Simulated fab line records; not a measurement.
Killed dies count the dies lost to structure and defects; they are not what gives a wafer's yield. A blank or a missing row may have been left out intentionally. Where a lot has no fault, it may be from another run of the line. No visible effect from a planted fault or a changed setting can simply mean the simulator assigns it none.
One fault seen from 2 desks    flow gf180mcu    each desk has only its own numbers; what lay behind them comes last

DESK OF THE TOOL OWNER: krf_scanner-02
The tool's own readings at GF_CONTACT_EXPOSE_11 (exposes mask Contact, target cd 220 nm): means of the sampled wafers that have a number, for each lot that ran on this tool. A lot is out of limits, marked OUT, if its mean lies more than 4 standard deviations from the usual mean; the brackets give that distance.
Columns: A = exposure_dose_mJ_cm2 at GF_CONTACT_EXPOSE_11, usual 38.00
lot   first seen here  A
L841  day 15 18:11     37.97
L848  day 18 19:32     37.99
L849  day 19 04:24     38.02
L851  day 19 20:11     38.05
L862  day 23 13:07     44.81 (+99 or more) OUT
L863  day 24 01:30     43.50 (+99 or more) OUT
This desk's verdict: out of limits on L862, L863, starting with L862 at day 23 13:07 (exposure_dose_mJ_cm2 at GF_CONTACT_EXPOSE_11). In limits: L841, L848, L849, L851.

METROLOGY DESK
What the gauges read for every lot (on any tool): the sampled wafers with a number, averaged. A lot is out of limits, marked OUT, if its mean lies more than 4 standard deviations from the usual mean; the brackets give that distance.
Columns: A = cd_nm at GF_CONTACT_CD_MEAS_14, usual 220.4 nm; B = CONTACT_OVL at GF_CONTACT_OVL_MEAS_15, usual 1 nm
lot   first seen here  A                B
L841  day 16 04:47     221.6            3
L842  day 16 17:18     221.3            2
L843  day 17 10:29     220.9            -3
L844  day 18 00:36     220.9            -2
L845  day 18 01:47     220.9            4
L847  day 18 23:07     219.3            3
L848  day 19 07:42     218.8            -6
L849  day 19 16:32     220.3            4
L850  day 20 00:24     222.5            7
L851  day 20 08:24     220.6            -4
L852  day 20 16:36     219.4            4
L854  day 21 06:34     218.4            -2
L862  day 24 00:26     247.1 (+22) OUT  1
L863  day 24 12:23     241.9 (+18) OUT  -1
This desk's verdict: out of limits on L862, L863, starting with L862 at day 24 00:26 (cd_nm at GF_CONTACT_CD_MEAS_14). In limits: L841, L842, L843, L844, L845, L847, L848, L849, L850, L851, L852, L854.

PUT TOGETHER
An alarm could have come from the tool owner's desk at day 23 13:07, on L862, L863.
Metrology desk: alarm possible at day 24 00:26 on L862, L863.
All the named lots went through GF_CONTACT_EXPOSE_11 on krf_scanner-02.

WHAT THE SIMULATOR HAD INSERTED
Drift in process parameters on krf_scanner-02 at GF_CONTACT_EXPOSE_11, starting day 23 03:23. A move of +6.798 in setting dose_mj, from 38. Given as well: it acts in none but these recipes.
Struck lots among those shown: L862, L863.
Hours from the fault's start to each desk's first reading out of limits: the tool owner's desk, 10; the metrology desk, 21.
